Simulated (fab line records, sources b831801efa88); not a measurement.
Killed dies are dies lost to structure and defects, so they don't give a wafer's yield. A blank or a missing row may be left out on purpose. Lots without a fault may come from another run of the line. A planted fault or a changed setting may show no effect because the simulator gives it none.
Chamber matching | flow sky130 | SKY_VIA1_CMP_02 on cmp-01: 4 sister chambers
The step polishes SiO2. 30 wafers are shown with their chamber, then 12 later ones without.

WAFERS WITH THEIR CHAMBER
wafer  | chamber | motor_current_A (A) | head_pressure_psi (psi)
L074.1 | 1       | 11.3                | 3.998
L074.4 | 0       | 11.5                | 3.996
L074.6 | 3       | 13.2                | 3.989
L075.1 | 1       | 11.5                | 4.010
L075.3 | 3       | 14.1                | 3.994
L075.5 | 3       | 12.6                | 4.017
L076.1 | 1       | 11.5                | 3.996
L076.2 | 3       | 12.8                | 4.004
L076.4 | 2       | 14.4                | 3.999
L077.4 | 2       | 14.8                | 3.996
L077.5 | 1       | 11.0                | 4.002
L077.6 | 0       | 10.9                | 4.014
L078.4 | 1       | 11.7                | 3.987
L078.5 | 1       | 11.1                | 4.000
L078.6 | 0       | 12.1                | 4.007
L079.1 | 3       | 13.5                | 3.993
L079.2 | 1       | 11.9                | 4.002
L079.6 | 1       | 11.3                | 4.002
L080.3 | 3       | 13.9                | 4.006
L080.4 | 1       | 11.4                | 3.995
L080.5 | 3       | 13.0                | 3.997
L084.1 | 0       | 12.0                | 4.002
L084.2 | 1       | 11.8                | 4.003
L084.4 | 2       | 14.4                | 3.996
L088.2 | 2       | 15.0                | 3.997
L088.3 | 0       | 11.8                | 3.993
L088.4 | 1       | 10.8                | 4.012
L089.1 | 0       | 11.8                | 4.006
L089.3 | 1       | 11.0                | 3.997
L089.4 | 2       | 14.4                | 4.000

SIGNATURES (means of the wafers above)
reading           | chamber 0 | chamber 1 | chamber 2 | chamber 3 | scatter within a chamber
motor_current_A   | 11.683    | 11.358    | 14.600    | 13.300    | 0.413
head_pressure_psi | 4.00300   | 4.00033   | 3.99760   | 4.00000   | 0.00721
Rule: a wafer's distance from a chamber is the root of the sum, over the readings, of the square of ((its reading less the chamber's mean) divided by the reading's scatter). The wafer belongs to the nearest chamber; if the next one is less than 2 further off, it can't be placed. The scatter: the root of (the sum of the squares of (reading less its chamber's mean) over the shown wafers, divided by (wafers less chambers)).

WAFERS WITHOUT THEIR CHAMBER
wafer  | motor_current_A (A) | head_pressure_psi (psi)
L091.3 | 13.4                | 4.003
L091.5 | 11.1                | 4.006
L091.6 | 15.1                | 3.999
L092.1 | 12.9                | 3.978
L092.3 | 11.4                | 4.004
L092.6 | 11.2                | 4.008
L093.1 | 15.3                | 4.000
L093.4 | 11.8                | 3.984
L093.5 | 11.2                | 4.002
L097.1 | 14.6                | 3.998
L097.4 | 11.6                | 4.018
L097.6 | 12.3                | 3.999

WHICH CHAMBER EACH WENT THROUGH
wafer  | from the rows above               | in truth
L091.3 | 3                                 | 3
L091.5 | can't be placed: 1 or 0           | 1
L091.6 | 2                                 | 2
L092.1 | can't be placed: 3 or 0 or 1 or 2 | 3
L092.3 | can't be placed: 1 or 0           | 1
L092.6 | can't be placed: 1 or 0           | 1
L093.1 | 2                                 | 2
L093.4 | can't be placed: 1 or 0 or 3      | 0
L093.5 | can't be placed: 1 or 0           | 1
L097.1 | 2                                 | 2
L097.4 | can't be placed: 0 or 1           | 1
L097.6 | can't be placed: 0 or 1 or 3      | 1
Placed correctly: 4 of 12. Can't be placed from these rows: 8 (the true chamber is among the candidates in 8). Placed wrongly: 0.
